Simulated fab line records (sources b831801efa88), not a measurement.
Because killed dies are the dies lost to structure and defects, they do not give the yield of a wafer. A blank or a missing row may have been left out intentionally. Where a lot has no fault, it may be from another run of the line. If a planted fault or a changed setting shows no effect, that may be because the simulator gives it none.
fab line records	flow sky130
[record] lots = 5	wafers = 15	lastDay = 50
route steps=708 shown POLY_GATE@218 PAD_OPEN@708
lots that met no fault: taken from a fault-free run of the same line
startH: hours from the record's first day to the start of the lot's first wafer shown	waitH: hours from the lot's prior step to this one	" repeats the value in the row above	L1.1+2: one row covering several wafers at once	- value missing, or start not given	* or withheld: withheld	< > ~ a bound
route shown NAME@n: a module of which the file shows steps, and the number in the route of the first	usual: average and standard deviation across the fault-free wafers	same: alike in all rows	chamber/n: place in a boat	sites: readings site by site	_std_site: how widely they spread, as a standard deviation	_edge_site: the outer-site mean with the inner-site mean subtracted	radiusMm: for every site, how far away it sits from the centre of the wafer	mask NAME#n: copy n	behind: tool/chamber where the wafer was last shaped	hold: cause of the lot's hold/its duration in hours/its outcome	device: whichever transistor did not switch (one of n, p or np)	end of line: the same wafers' tests at the end of the route	for a step that has no rows: nothing shown but its recipe	killed: dies that structure and defects cost at the first sort, which is not the same as the wafer's yield	map: dies across one wafer; x = killed, . = not, _ = none there
set.NAME: the setting that was run; set.NAME@STEP: the one run at that earlier step	model.NAME: the simulator's own value behind a step, which no gauge read
lots seen at some steps along the route; tables by step, rows by wafer
services: the hour from which a tool's chamber was out of use, counted from the record's first day as startH (under 0 if before that day), plus the number of hours and why
[[steps]]
[step SKY_POLY_GATE_THK_MEAS_04]
[recipe] reads = Si3N4_of_POLY_GATE_CVD_03
[usual] POLY_GATE_CVD_03_THK = 74.4/0.6
lot.wafer	tool	chamber	startH	waitH	POLY_GATE_CVD_03_THK[nm]
L301.1	filmMetro-03	-	372.26	0.0	73.7
L301.2	"	-	"	"	73.8
L301.5	"	-	"	"	73.8
L311.2	filmMetro-01	-	461.00	0.0	74.0
L311.3	"	-	"	"	74.2
L311.5	"	-	"	"	74.8
L318.1	filmMetro-02	-	523.05	0.0	74.2
L318.2	"	-	"	"	73.7
L318.6	"	-	"	"	74.2
L319.1	filmMetro-03	-	532.11	0.0	74.6
L319.2	"	-	"	"	74.4
L319.3	"	-	"	"	74.8
L320.1	filmMetro-02	-	535.92	0.0	74.1
L320.2	"	-	"	"	74.2
L320.6	"	-	"	"	73.5
[step SKY_POLY_GATE_DEHYDRATE_05]
[recipe] tempC = 200	timeS = 60
[step SKY_POLY_GATE_HMDS_06]
[recipe] primeTimeS = 60	primeTempC = 120
[step SKY_POLY_GATE_COAT_07]
[recipe] resist = BARC	tempC = withheld	timeS = withheld	spinRpm = 3000	resistThkNm = 110
[step SKY_POLY_GATE_COAT_08]
[recipe] resist = KrF-thick	spinRpm = 3000	resistThkNm = 450
[step SKY_POLY_GATE_SOFTBAKE_09]
[recipe] tempC = 100	timeS = 90	resist = KrF-thick
[step SKY_POLY_GATE_EXPOSE_10]
[recipe] maskId = P1M	na = 0.68	sourceShape = conventional	sigmaOuter = 0.6	targetCdNm = 150	doseMj = 28
[step SKY_POLY_GATE_PEB_11]
[recipe] pebTempC = withheld	pebTimeS = withheld	resist = KrF-thick
[step SKY_POLY_GATE_DEVELOP_12]
[recipe] developTimeS = 60	resist = KrF-thick	devTempC = 21
[step SKY_POLY_GATE_CD_MEAS_13]
[recipe] targetCdNm = 150
[usual] cdNm = 150.4/1.5
lot.wafer	tool	chamber	startH	waitH	cdNm
L301.1	cdSem-01	-	401.33	-	146.2
L301.2	"	-	"	"	146.8
L301.5	"	-	"	"	146.6
L311.2	cdSem-02	-	492.50	-	150.9
L311.3	"	-	"	"	153.0
L311.5	"	-	"	"	151.4
L318.1	cdSem-02	-	553.29	-	148.1
L318.2	"	-	"	"	148.4
L318.6	"	-	"	"	149.3
L319.1	cdSem-01	-	562.16	-	149.5
L319.2	"	-	"	"	149.5
L319.3	"	-	"	"	149.2
L320.1	cdSem-02	-	566.22	-	150.1
L320.2	"	-	"	"	151.0
L320.6	"	-	"	"	151.6
[step SKY_POLY_GATE_OVL_MEAS_14]
[usual] POLY_GATE_OVL = -1/5.4
lot.wafer	tool	chamber	startH	waitH	POLY_GATE_OVL[nm]
L301.1	overlay-02	-	401.45	0.1	-3
L301.2	"	-	"	"	3
L301.5	"	-	"	"	1
L311.2	overlay-02	-	492.60	0.1	-5
L311.3	"	-	"	"	-2
L311.5	"	-	"	"	2
L318.1	overlay-02	-	553.41	0.1	-3
L318.2	"	-	"	"	-1
L318.6	"	-	"	"	-1
L319.1	overlay-02	-	562.28	0.1	1
L319.2	"	-	"	"	2
L319.3	"	-	"	"	10
L320.1	overlay-02	-	566.34	0.1	3
L320.2	"	-	"	"	3
L320.6	"	-	"	"	9
[step SKY_POLY_GATE_ETCH_15]
[recipe] chemistry = N2/H2	target = BARC	ionEnergyEv = 200	sourceW = 500	biasW = 100	pressureMtorr = 30	n2FlowSccm = 100	h2FlowSccm = 200	stopOn = SiO2	timeS = 118.5	targetDepthA = 1100
[usual] biasW = 100.0/0.32	drypumpMotorCurrentA = 5.8/0.55	h2FlowSccm = 200.0/0.63	oesProductAu = 0.716/0.0044	throttleValvePct = 13.212/0.0091
lot.wafer	tool	chamber	startH	waitH	biasW	drypumpMotorCurrentA	h2FlowSccm	oesProductAu	rfHoursCounterH	throttleValvePct
L301.1	rieDiel-04	1	401.48	0.0	100.5	5.7	200.5	0.704	3	13.226
L301.2	"	3	"	"	99.5	5.1	199.4	0.714	8	13.212
L301.5	"	1	"	"	100.1	5.6	199.7	0.707	-	13.227
L311.2	rieDiel-01	1	492.63	0.0	99.7	6.7	199.2	0.715	29	13.222
L311.3	"	0	"	"	100.2	5.2	200.1	0.717	16	13.210
L311.5	"	2	"	"	100.1	5.2	200.4	0.718	-	13.195
L318.1	rieDiel-04	1	553.45	0.0	99.9	5.7	199.5	0.722	5	13.228
L318.2	"	0	"	"	99.4	5.7	200.0	0.723	44	13.214
L318.6	"	0	"	"	100.2	5.7	200.4	0.713	-	13.205
L319.1	rieDiel-01	2	562.32	0.0	99.5	5.2	200.5	0.719	17	13.213
L319.2	"	0	"	"	100.3	5.2	199.3	0.714	17	13.211
L319.3	"	1	"	"	99.9	6.6	200.1	0.713	30	13.207
L320.1	rieDiel-03	3	566.38	0.0	100.1	6.3	199.9	0.713	8	13.220
L320.2	"	1	"	"	99.8	6.3	199.1	0.714	2	13.223
L320.6	"	2	"	"	100.0	6.4	200.0	0.719	-	13.227
[step SKY_POLY_GATE_ETCH_16]
[recipe] stopOn = poly-Si	chemistry = CH3F/O2	target = Si3N4	sourceW = 400	biasW = 80	pressureMtorr = 25	ch3fFlowSccm = 40	O2_flow_sccm = 30	timeS = 147.5	targetDepthA = 750
[usual] biasW = 80.00/0.23	drypumpMotorCurrentA = 5.7/0.55	oesProductAu = 0.638/0.0051	throttleValvePct = 10.536/0.0092
lot.wafer	tool	chamber	startH	waitH	biasW	drypumpMotorCurrentA	oesProductAu	rfHoursCounterH	throttleValvePct	model.KrF-thick_of_POLY_GATE_COAT_08.thkNm	model.poly-Si_of_POLY_GATE_CVD_00.thkNm
L301.1	rieDiel-04	1	401.56	0.0	80.04	5.6	0.636	3	10.548	232.7	179.1
L301.2	"	3	"	"	80.03	5.1	0.632	8	10.550	234	181
L301.5	"	1	"	"	79.98	5.6	0.639	-	10.521	233.7	180.8
L311.2	rieDiel-01	1	492.71	0.0	80.21	6.6	0.630	29	10.538	235.5	178.1
L311.3	"	0	"	"	116.97	5.2	0.640	16	10.528	216.6	176.4
L311.5	"	2	"	"	79.89	5.2	0.634	-	10.542	237.2	178.7
L318.1	rieDiel-04	1	553.53	0.0	79.52	5.6	0.628	5	10.542	233.4	177.6
L318.2	"	0	"	"	79.68	5.7	0.634	44	10.527	240	178.1
L318.6	"	0	"	"	79.92	5.7	0.632	-	10.512	239.4	177.6
L319.1	rieDiel-01	2	562.40	0.0	79.69	5.2	0.639	17	10.532	237.1	181
L319.2	"	0	"	"	80.56	5.2	0.643	17	10.540	235.4	180.9
L319.3	"	1	"	"	80.11	6.6	0.633	31	10.538	237.1	180.6
L320.1	rieDiel-03	3	566.46	0.0	79.86	6.3	0.641	8	10.517	238.3	180.4
L320.2	"	1	"	"	79.80	6.3	0.646	2	10.529	238.1	181.4
L320.6	"	2	"	"	79.63	6.4	0.637	-	10.522	234.2	180.8
[step SKY_POLY_GATE_ETCH_17]
[recipe] targetDepthNm = 180	stopOn = SiO2	overEtchFrac = 0.56667	chemistry = HBr/Cl2	target = poly-Si	icpW = 400	biasW = 100	pressureMtorr = 10	HBr_flow_sccm = 150	Cl2_flow_sccm = 50	timeS = 70.5
[usual] biasW = 100.0/0.3	drypumpMotorCurrentA = 5.8/0.4	oesProductAu = 0.988/0.0082	throttleValvePct = 33.684/0.0089
lot.wafer	tool	chamber	startH	waitH	biasW	drypumpMotorCurrentA	oesProductAu	rfHoursCounterH	throttleValvePct	model.KrF-thick_of_POLY_GATE_COAT_08.thkNm
L301.1	rieSi-01	1	401.66	0.0	99.8	6.5	0.991	1	33.679	138
L301.2	"	2	"	"	99.8	5.4	0.981	30	33.693	141.6
L301.5	"	2	"	"	99.5	5.4	0.981	-	33.674	140.3
L311.2	rieSi-02	2	492.81	0.0	99.6	5.4	0.992	4	33.691	139.8
L311.3	"	0	"	"	99.6	6.3	0.981	4	33.678	122.1
L311.5	"	0	"	"	99.9	6.3	0.987	-	33.687	141.3
L318.1	rieSi-01	2	553.63	0.0	99.8	5.4	0.972	31	33.690	140.2
L318.2	"	0	"	"	99.7	6.0	0.982	4	33.674	146.1
L318.6	"	2	"	"	99.5	5.4	0.979	-	33.676	147.4
L319.1	rieSi-02	0	562.50	0.0	99.9	6.3	0.991	4	33.688	142.5
L319.2	"	2	"	"	99.8	5.4	0.989	4	33.671	140.6
L319.3	"	3	"	"	99.9	6.0	0.988	41	33.676	141
L320.1	rieSi-01	1	566.56	0.0	100.1	6.5	0.987	2	33.691	145.2
L320.2	"	0	"	"	100.2	5.9	0.983	4	33.686	145
L320.6	"	1	"	"	100.2	6.5	0.982	-	33.684	141.7
[step SKY_POLY_GATE_STRIP_18]
[recipe] chemistry = O2/N2	powerW = 1400	pressureMtorr = 1500	platenTempC = withheld	o2FlowSccm = 3000	n2FlowSccm = 300	overashFraction = 0.5
[usual] drypumpMotorCurrentA = 5.7/0.34	oesProductAu = 0.361/0.0048	stripTimeToEndpointS = 3.19/0.038
lot.wafer	tool	chamber	startH	waitH	drypumpMotorCurrentA	oesProductAu	rfHoursCounterH	stripTimeToEndpointS
L301.1	plasmaAsher-03	0	401.72	0.0	5.5	0.361	72	3.14
L301.2	"	1	"	"	6.1	0.361	72	3.18
L301.5	"	1	"	"	6.1	0.353	-	3.18
L311.2	plasmaAsher-01	0	492.87	0.0	5.8	0.359	65	3.17
L311.3	"	0	"	"	5.8	0.362	-	2.96
L311.5	"	0	"	"	5.8	0.362	-	3.18
L318.1	plasmaAsher-02	0	553.68	0.0	5.5	0.364	43	3.18
L318.2	"	1	"	"	6.2	0.357	43	3.24
L318.6	"	0	"	"	5.5	0.365	-	3.26
L319.1	plasmaAsher-01	0	562.55	0.0	5.8	0.368	72	3.19
L319.2	"	1	"	"	5.1	0.359	72	3.17
L319.3	"	1	"	"	5.1	0.359	-	3.17
L320.1	plasmaAsher-03	0	566.62	0.0	5.6	0.362	13	3.23
L320.2	"	1	"	"	6.0	0.360	13	3.23
L320.6	"	1	"	"	6.0	0.353	-	3.19
[step SKY_POLY_GATE_CLEAN_19]
[recipe] chemistry = SC1/SC2	mix = 1:4:20	tempC = 70	timeS = 150	dry = n2Spin
[step SKY_PAD_OPEN_PROBE_99]
[usual] killed_at_M0_to_M3 = 43/6.7	killed_at_M4_up = 3.0/1.9	killedAtContacts = 25/5.4	killedAtFrontEnd = 16/4.5	killedAtOther = 0.4/0.62	killedDies = 87/9.6	killedOpen = 47/7	killedShort = 39/6.1
[same] grossDies = 492	killedAtBackSide = 0
lot.wafer	tool	chamber	startH	waitH	killed_at_M0_to_M3	killed_at_M4_up	killedAtContacts	killedAtFrontEnd	killedAtOther	killedDies	killedOpen	killedShort
L301.1	prober-01	-	1094.46	0.1	38	1	25	25	0	89	56	33
L301.2	prober-01	-	1094.51	0.1	44	4	18	20	0	86	45	41
L301.5	prober-01	-	1094.66	0.2	45	2	24	14	2	87	43	44
L311.2	prober-01	-	1155.99	0.1	36	7	25	26	0	94	47	47
L311.3	prober-01	-	1156.04	0.2	45	0	25	9	0	79	44	35
L311.5	prober-01	-	1156.14	0.2	38	2	29	12	0	81	40	41
L319.1	prober-01	-	1194.04	0.1	42	4	32	14	0	92	44	47
L319.2	prober-01	-	1194.09	0.1	31	2	17	14	1	65	30	35
L319.3	prober-01	-	1194.14	0.2	36	9	16	16	0	77	38	39
// killed by level:class
L301.1 FIELD_ISO:geometricParticle:open=9 LI_CONTACT:geometricParticle:open=9 VIA1:geometricParticle:open=9 VIA2:geometricParticle:open=7 VIA3:geometricParticle:open=7 CONTACT:geometricParticle:open=6 FIELD_ISO:geometricParticle:short=5 CONTACT:geometricParticle:short=5
L301.2 LI_CONTACT:geometricParticle:open=8 METAL2:geometricParticle:short=7 VIA1:geometricParticle:open=6 VIA3:geometricParticle:open=6 FIELD_ISO:geometricParticle:short=5 SPACER:geometricParticle:short=5 VIA2:geometricParticle:open=5 VIA2:geometricParticle:short=5
L301.5 VIA1:geometricParticle:open=10 LI_CONTACT:geometricParticle:open=7 METAL1:geometricParticle:short=7 CONTACT:geometricParticle:open=6 VIA2:geometricParticle:open=6 CONTACT:geometricParticle:short=5 VIA3:geometricParticle:open=5 FIELD_ISO:geometricParticle:short=4
L311.2 CONTACT:geometricParticle:open=9 FIELD_ISO:geometricParticle:short=8 METAL4:geometricParticle:short=7 VIA3:geometricParticle:open=7 POLY_GATE:geometricParticle:open=6 POLY_GATE:geometricParticle:short=6 VIA1:geometricParticle:open=6 METAL2:geometricParticle:short=5
L311.3 LI_CONTACT:geometricParticle:open=12 VIA3:geometricParticle:open=10 VIA1:geometricParticle:short=9 VIA2:geometricParticle:open=6 VIA1:geometricParticle:open=5 METAL2:geometricParticle:short=5 METAL1:geometricParticle:short=5 CONTACT:geometricParticle:open=4
L311.5 CONTACT:geometricParticle:open=8 CONTACT:geometricParticle:short=7 VIA3:geometricParticle:open=7 LI_CONTACT:geometricParticle:open=6 LI_CONTACT:geometricParticle:short=5 VIA1:geometricParticle:open=5 VIA2:geometricParticle:short=4 VIA3:geometricParticle:short=4
L319.1 CONTACT:geometricParticle:open=10 LI_CONTACT:geometricParticle:open=9 VIA1:geometricParticle:open=6 METAL2:geometricParticle:short=6 VIA2:geometricParticle:open=6 VIA1:geometricParticle:short=5 FIELD_ISO:geometricParticle:short=4 POLY_GATE:geometricParticle:short=4
L319.2 FIELD_ISO:geometricParticle:short=8 METAL2:geometricParticle:short=8 LI_CONTACT:geometricParticle:open=6 CONTACT:geometricParticle:open=6 VIA1:geometricParticle:open=5 VIA2:geometricParticle:short=3 CONTACT:geometricParticle:short=3 METAL1:geometricParticle:short=3
L319.3 VIA1:geometricParticle:open=7 METAL4:geometricParticle:short=7 FIELD_ISO:geometricParticle:open=6 METAL1:geometricParticle:short=6 LI_CONTACT:geometricParticle:open=5 VIA2:geometricParticle:open=5 POLY_GATE:geometricParticle:short=4 CONTACT:geometricParticle:open=4
[[services]]
tool	chamber	startH	hours	kind
rieDiel-03	1	405.62	2.8	repair
rieSi-02	1	413.83	3.4	repair
plasmaAsher-03	-	421.25	9.0	pm
plasmaAsher-03	0	421.25	9.0	ventCycle
plasmaAsher-03	1	421.25	9.0	ventCycle
plasmaAsher-03	0	430.25	-	clean
plasmaAsher-03	1	430.25	-	clean
rieDiel-03	1	438.80	-	clean
rieDiel-03	1	438.80	14.4	scheduledDown
rieDiel-03	1	438.80	14.4	ventCycle
rieSi-01	3	465.53	8.6	repair
rieSi-02	2	495.71	7.0	repair
rieSi-02	1	500.51	2.5	repair
rieDiel-01	-	511.03	0.1	repair
plasmaAsher-01	-	526.97	2.2	repair
rieDiel-01	3	532.75	6.2	repair
rieDiel-01	-	535.89	2.0	repair
rieSi-02	3	538.73	17.3	repair
rieDiel-01	3	540.97	25.7	repair
rieSi-02	1	544.93	38.7	repair
rieDiel-01	3	566.68	-	clean
rieDiel-01	3	566.68	23.8	scheduledDown
rieDiel-01	3	566.68	23.8	ventCycle
[[key]]
[firstSign] step = SKY_POLY_GATE_ETCH_16	reading = biasW	direction = up	sigmas = 99+	usual = 80.00	struck = 116.97
[effect] step = SKY_POLY_GATE_STRIP_18	reading = stripTimeToEndpointS	direction = down	sigmas = 6.1	usual = *	struck = *
[modelEffect] step = SKY_POLY_GATE_ETCH_16	value = KrF-thick_of_POLY_GATE_COAT_08.thkNm	without = 233.5	struck = 216.6
[modelEffect] step = SKY_POLY_GATE_ETCH_17	value = KrF-thick_of_POLY_GATE_COAT_08.thkNm	without = 139.1	struck = 122.1
metAt SKY_POLY_GATE_ETCH_16
struckWafers L311.3
testerLeftOut L311
[fault] kind = processParameterDrift	tool = rieDiel-01	chamber = 0	onsetH = 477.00	steps = SKY_POLY_GATE_ETCH_16	channel = biasW	offset = 36.901	shape = step	endH = 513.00	actsIn = theseRecipesOnly	stated = 80
// testerLeftOut: of these lots the tester's yield and bins aren't shown, on N5 and GAA mostly nor the transistor test; their killed dies are dies lost to structure and defects alone, not to doping, threshold or leakage, so they don't give the yield
